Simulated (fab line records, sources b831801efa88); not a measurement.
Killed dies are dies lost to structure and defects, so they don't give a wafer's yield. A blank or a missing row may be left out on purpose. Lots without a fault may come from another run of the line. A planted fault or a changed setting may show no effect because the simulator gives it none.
fab line records | flow sky130
record lots=13 wafers=39 last_day=50
route steps=708 shown LI_CONTACT@383 VIA4@640 PASSIVATION@681 PAD_OPEN@702
lots that met no fault: from a run of the same line without faults
start_h: hours from the record's first day to the start of the lot's first wafer shown | wait_h: hours since the lot's step before | " the same as in the row above | L1.1+2: a row that stands for several wafers | - no value, or no start given | * or withheld: withheld | < > ~ a bound
route shown NAME@n: a module of which the file shows steps, and the number in the route of the first | usual: mean/standard deviation of fault-free wafers | same: alike in all rows | chamber/n: place in a boat | sites: the reading at each site | _std_site: their standard deviation | _edge_site: outer sites' mean less inner sites' | radius_mm: how far each site lies from the wafer's centre | mask NAME#n: copy n | behind: the tool/chamber that last shaped the wafer | hold: why the lot was held/for how many hours/how that ended | device: the transistor (n, p or np) that didn't switch | end of line: the same wafers' tests at the end of the route | a step without rows: its recipe alone | killed: dies lost to structure and defects at the first sort, not the wafer's yield | map: a wafer's dies, x killed, . not, _ none there
set.NAME: the setting as run; set.NAME@STEP: as run at that earlier step | model.NAME: the simulator's own value behind a step, which no gauge read
steps of the route over a sample of lots; a table a step, a row a wafer
services: from which hour (start_h, from the record's first day; less than 0 if before it) a tool's chamber was out of use, for how many hours, and why
## steps
# step SKY_LI_CONTACT_CVD_21
# recipe material=W target_thk_nm=400 time_s=120.56 temp_c=400 pressure_torr=40
# usual heater_power_w=835/73
# columns lot.wafer tool chamber start_h wait_h heater_power_w
L241.1 cvd_w-02 1 681.06 0.0 694
L241.3 " 0 " " 845
L241.6 " 1 " " 704
L242.1 cvd_w-01 0 686.66 0.0 911
L242.4 " 0 " " 921
L242.5 " 1 " " 854
L243.1 cvd_w-01 0 696.68 0.0 883
L243.2 " 1 " " 853
L243.4 " 0 " " 905
L245.1 cvd_w-02 0 705.96 0.0 857
L245.3 " 1 " " 710
L245.6 " 1 " " 722
L244.1 cvd_w-01 1 708.12 0.0 814
L244.4 " 0 " " 897
L244.6 " 0 " " 904
L253.1 cvd_w-01 0 777.49 0.0 895
L253.3 " 0 " " 922
L253.4 " 1 " " 860
L254.1 cvd_w-01 0 784.84 0.0 898
L254.2 " 1 " " 861
L254.3 " 0 " " 934
L256.3 cvd_w-02 1 803.81 0.1 721
L256.4 " 0 " " 861
L256.5 " 0 " " 880
L258.2 cvd_w-02 1 815.12 0.0 693
L258.4 " 1 " " 703
L258.6 " 1 " " 723
L261.1 cvd_w-02 1 847.07 0.0 710
L261.4 " 1 " " 713
L261.5 " 1 " " 720
L264.1 cvd_w-01 1 857.85 0.0 869
L264.4 " 0 " " 920
L264.5 " 1 " " 868
L262.2 cvd_w-01 0 858.85 0.0 924
L262.4 " 0 " " 946
L262.5 " 0 " " 926
L263.1 cvd_w-02 0 861.20 0.0 864
L263.2 " 1 " " 717
L263.3 " 1 " " 721
# step SKY_VIA4_THK_MEAS_01
# recipe reads=SiO2_of_VIA4_HDPCVD_00
# usual VIA4_HDPCVD_THK=1750/24
# columns lot.wafer tool chamber start_h wait_h VIA4_HDPCVD_THK[nm]
L241.1 film_metro-01 - 985.50 0.1 1712
L241.3 " - " " 1756
L241.6 " - " " 1766
L242.1 film_metro-02 - 992.48 0.1 1755
L242.4 " - " " 1753
L242.5 " - " " 1722
L243.1 film_metro-02 - 997.60 0.1 1727
L243.2 " - " " 1753
L243.4 " - " " 1767
L245.1 film_metro-02 - 1006.33 0.1 1721
L245.3 " - " " 1785
L245.6 " - " " 1737
L244.1 film_metro-04 - 1010.95 0.1 1779
L244.4 " - " " 1747
L244.6 " - " " 1728
L253.1 film_metro-02 - 1067.67 0.1 1773
L253.3 " - " " 1741
L253.4 " - " " 1724
L254.1 film_metro-04 - 1069.82 0.1 1751
L254.2 " - " " 1787
L254.3 " - " " 1754
L256.3 film_metro-02 - 1089.21 0.1 1716
L256.4 " - " " 1716
L256.5 " - " " 1784
L258.2 film_metro-01 - 1095.99 0.1 1724
L258.4 " - " " 1743
L258.6 " - " " 1734
L261.1 film_metro-04 - 1120.22 0.1 1765
L261.4 " - " " 1737
L261.5 " - " " 1724
L262.2 film_metro-01 - 1129.76 0.1 1780
L262.4 " - " " 1749
L262.5 " - " " 1722
L264.1 film_metro-01 - 1130.13 0.1 1752
L264.4 " - " " 1747
L264.5 " - " " 1734
L263.1 film_metro-02 - 1134.35 0.1 1792
L263.2 " - " " 1754
L263.3 " - " " 1762
# step SKY_PASSIVATION_CVD_00
# recipe material=SiO2 target_thk_nm=90 temp_c=400 time_s=withheld rf_w=600
# usual heater_power_w=721/150
# columns lot.wafer tool chamber start_h wait_h heater_power_w
L241.1 pecvd-03 2 1033.64 0.0 894
L241.3 " 0 " " 599
L241.6 " 1 " " 748
L242.1 pecvd-03 0 1042.89 0.0 672
L242.4 " 0 " " 669
L242.5 " 2 " " 1028
L243.1 pecvd-04 2 1046.03 0.0 624
L243.2 " 0 " " 582
L243.4 " 0 " " 564
L245.1 pecvd-04 1 1052.43 0.0 888
L245.3 " 2 " " 647
L245.6 " 1 " " 910
L244.1 pecvd-03 1 1058.50 0.0 653
L244.4 " 2 " " 984
L244.6 " 1 " " 656
L253.1 pecvd-04 0 1111.69 0.0 526
L253.3 " 2 " " 589
L253.4 " 2 " " 601
L254.1 pecvd-03 1 1115.11 0.0 754
L254.2 " 2 " " 1068
L254.3 " 0 " " 694
L256.3 pecvd-04 1 1130.55 0.0 771
L256.4 " 0 " " 595
L256.5 " 1 " " 791
L258.2 pecvd-04 2 1137.84 0.0 572
L258.4 " 0 " " 574
L258.6 " 1 " " 722
L261.1 pecvd-04 0 1160.37 0.0 568
L261.4 " 2 " " 627
L261.5 " 0 " " 566
L262.2 pecvd-02 0 1168.84 0.0 683
L262.4 " 2 " " 519
L262.5 " 0 " " 699
L264.1 pecvd-04 0 1169.14 0.0 593
L264.4 " 1 " " 811
L264.5 " 0 " " 591
L263.1 pecvd-03 0 1172.20 0.0 601
L263.2 " 2 " " 980
L263.3 " 1 " " 624
# step SKY_PAD_OPEN_STRIP_08
# recipe chemistry=O2/N2 power_w=1400 pressure_mtorr=1500 platen_temp_c=withheld overash_fraction=0.7 o2_flow_sccm=3000 n2_flow_sccm=300
# usual drypump_motor_current_A=5.8/0.53 oes_product_au=0.663/0.0039 strip_time_to_endpoint_s=37.12/0.096
# columns lot.wafer tool chamber start_h wait_h drypump_motor_current_A oes_product_au rf_hours_counter_h strip_time_to_endpoint_s
L241.1 plasma_asher-02 0 1078.10 0.1 4.9 0.660 2 37.07
L241.3 " 1 " " 6.1 0.663 - 37.11
L241.6 " 1 " " 6.1 0.668 - 37.17
L242.1 plasma_asher-01 0 1086.80 0.1 6.1 0.663 66 36.95
L242.4 " 0 " " 6.1 0.667 - 36.94
L242.5 " 0 " " 6.1 0.659 - 36.98
L243.1 plasma_asher-02 0 1090.16 0.1 4.9 0.662 3 37.02
L243.2 " 1 " " 6.1 0.668 3 37.09
L243.4 " 1 " " 6.1 0.665 - 37.04
L245.1 plasma_asher-01 0 1096.00 0.1 6.1 0.663 67 36.96
L245.3 " 0 " " 6.1 0.666 - 36.94
L245.6 " 0 " " 6.1 0.666 - 37.00
L244.1 plasma_asher-02 0 1099.55 0.1 4.9 0.660 4 37.24
L244.4 " 1 " " 6.2 0.666 - 37.39
L244.6 " 0 " " 4.9 0.662 - 37.34
L253.1 plasma_asher-02 0 1150.09 0.1 4.9 0.660 9 37.05
L253.3 " 0 " " 4.9 0.665 - 37.06
L253.4 " 1 " " 6.2 0.664 - 37.13
L254.1 plasma_asher-01 1 1153.21 0.1 5.7 0.660 72 37.12
L254.2 " 0 " " 6.1 0.657 72 37.17
L254.3 " 1 " " 5.7 0.665 - 37.20
L256.3 plasma_asher-02 0 1166.49 0.1 4.9 0.667 - 36.98
L256.4 " 1 " " 6.1 0.669 - 36.85
L256.5 " 0 " " 4.9 0.664 - 36.94
L258.2 plasma_asher-04 1 1173.26 0.1 5.5 0.665 103 37.19
L258.4 " 1 " " 5.5 0.666 - 37.10
L258.6 " 1 " " 5.5 0.661 - 37.10
L261.1 plasma_asher-04 0 1193.54 0.1 6.6 0.658 105 37.11
L261.4 " 1 " " 5.5 0.663 - 37.10
L261.5 " 0 " " 6.6 0.668 - 37.08
L262.2 plasma_asher-01 0 1200.90 0.1 6.1 0.661 78 37.20
L262.4 " 1 " " 5.7 0.670 - 37.30
L262.5 " 0 " " 6.1 0.667 - 37.17
L264.1 plasma_asher-01 0 1201.41 0.1 6.1 0.666 78 37.18
L264.4 " 0 " " 6.1 0.666 - 37.25
L264.5 " 1 " " 5.7 0.666 - 37.24
L263.1 plasma_asher-01 1 1203.96 0.1 5.7 0.672 78 37.30
L263.2 " 0 " " 6.1 0.668 78 37.17
L263.3 " 1 " " 5.7 0.666 - 37.20
# step SKY_PAD_OPEN_PROBE_99
# usual killed_at_M0_to_M3=43/6.7 killed_at_M4_up=3.1/1.9 killed_at_contacts=25/5 killed_at_front_end=15/4 killed_at_other=0.4/0.69 killed_dies=87/9.2 killed_open=46/7.1 killed_short=40/6.8
# same gross_dies=492 killed_at_back_side=0
# columns lot.wafer tool chamber start_h wait_h killed_at_M0_to_M3 killed_at_M4_up killed_at_contacts killed_at_front_end killed_at_other killed_dies killed_open killed_short
L253.1 prober-01 - 1152.48 0.1 44 4 24 12 0 84 42 42
L253.3 prober-01 - 1152.58 0.2 48 4 19 14 0 85 52 33
L253.4 prober-01 - 1152.63 0.2 36 5 71 9 1 122 40 30
L254.1 prober-01 - 1155.94 0.1 43 1 26 16 0 86 44 42
L254.2 prober-01 - 1155.99 0.1 51 5 70 14 0 140 39 50
L254.3 prober-01 - 1156.04 0.2 38 2 31 15 0 86 46 38
# killed by level:class
L253.1 LI_CONTACT:geometric_particle:open=10 VIA1:geometric_particle:open=10 METAL2:geometric_particle:short=8 CONTACT:geometric_particle:open=6 VIA3:geometric_particle:open=5 VIA2:geometric_particle:open=5 VIA1:geometric_particle:short=5 FIELD_ISO:geometric_particle:open=4
L253.3 VIA1:geometric_particle:open=15 CONTACT:geometric_particle:open=8 VIA2:geometric_particle:open=7 METAL1:geometric_particle:short=6 FIELD_ISO:geometric_particle:open=5 LI_CONTACT:geometric_particle:open=5 VIA3:geometric_particle:open=5 VIA3:geometric_particle:short=5
L253.4 LI_CONTACT:unspecified=51 LI_CONTACT:geometric_particle:open=9 VIA1:geometric_particle:open=9 METAL1:geometric_particle:short=6 VIA3:geometric_particle:open=4 CONTACT:geometric_particle:open=4 VIA2:geometric_particle:short=4 VIA2:geometric_particle:open=4
L254.1 VIA1:geometric_particle:open=10 LI_CONTACT:geometric_particle:open=9 VIA1:geometric_particle:short=9 CONTACT:geometric_particle:open=8 CONTACT:geometric_particle:short=7 METAL1:geometric_particle:short=7 POLY_GATE:geometric_particle:short=5 FIELD_ISO:geometric_particle:short=3
L254.2 LI_CONTACT:unspecified=47 VIA1:geometric_particle:short=10 METAL1:geometric_particle:short=9 VIA1:geometric_particle:open=9 VIA2:geometric_particle:open=7 CONTACT:geometric_particle:open=7 CONTACT:geometric_particle:short=5 METAL2:geometric_particle:short=5
L254.3 CONTACT:geometric_particle:open=9 LI_CONTACT:geometric_particle:open=8 FIELD_ISO:geometric_particle:open=7 VIA1:geometric_particle:short=7 CONTACT:geometric_particle:short=6 VIA1:geometric_particle:open=6 VIA2:geometric_particle:short=6 POLY_GATE:geometric_particle:open=5
## services
# columns tool chamber start_h hours kind
pecvd-04 - 667.65 0.8 pm
cvd_w-02 0 692.46 9.8 repair
cvd_w-02 1 696.29 1.3 repair
pecvd-04 - 710.14 5.5 pm
cvd_w-02 1 727.02 6.3 repair
cvd_w-02 - 758.38 0.9 repair
pecvd-04 1 765.61 3.5 repair
pecvd-04 - 785.44 1.5 repair
pecvd-04 - 791.02 6.0 pm
cvd_w-02 - 822.36 6.9 pm
pecvd-04 1 876.12 11.4 repair
cvd_w-01 1 883.93 9.3 repair
cvd_w-02 - 884.82 0.6 repair
plasma_asher-01 - 885.40 2.9 repair
cvd_w-01 0 886.91 6.0 repair
cvd_w-02 0 899.02 9.0 repair
cvd_w-01 - 904.00 14.0 pm
cvd_w-01 1 932.95 12.8 repair
cvd_w-01 0 966.18 11.0 repair
pecvd-04 - 1007.50 2.9 repair
cvd_w-01 1 1023.63 7.9 repair
cvd_w-01 1 1127.48 2.3 repair
cvd_w-01 - 1130.66 0.4 repair
pecvd-04 - 1188.90 14.6 pm
## key
first_sign step=SKY_PAD_OPEN_PROBE_99 reading=killed_at_contacts direction=up sigmas=9.2 usual=25 struck=70
effect step=SKY_PAD_OPEN_PROBE_99 reading=killed_dies direction=up sigmas=4.8 usual=87 struck=131
met_at SKY_LI_CONTACT_CVD_21
struck_lots L253,L254
struck_wafers L253.4,L254.2
tester_left_out L253,L254
not_acting_at SKY_VIA4_THK_MEAS_01,SKY_PASSIVATION_CVD_00,SKY_PAD_OPEN_STRIP_08
onset_between 708.12 777.49
fault kind=chamber_particle_source tool=cvd_w-01 chamber=1 onset_h=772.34 steps=SKY_LI_CONTACT_CVD_21 rate_per_visit_cm2=0.77481 end_h=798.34
# tester_left_out: of these lots the tester's yield and bins aren't shown, on N5 and GAA mostly nor the transistor test; their killed dies are dies lost to structure and defects alone, not to doping, threshold or leakage, so they don't give the yield
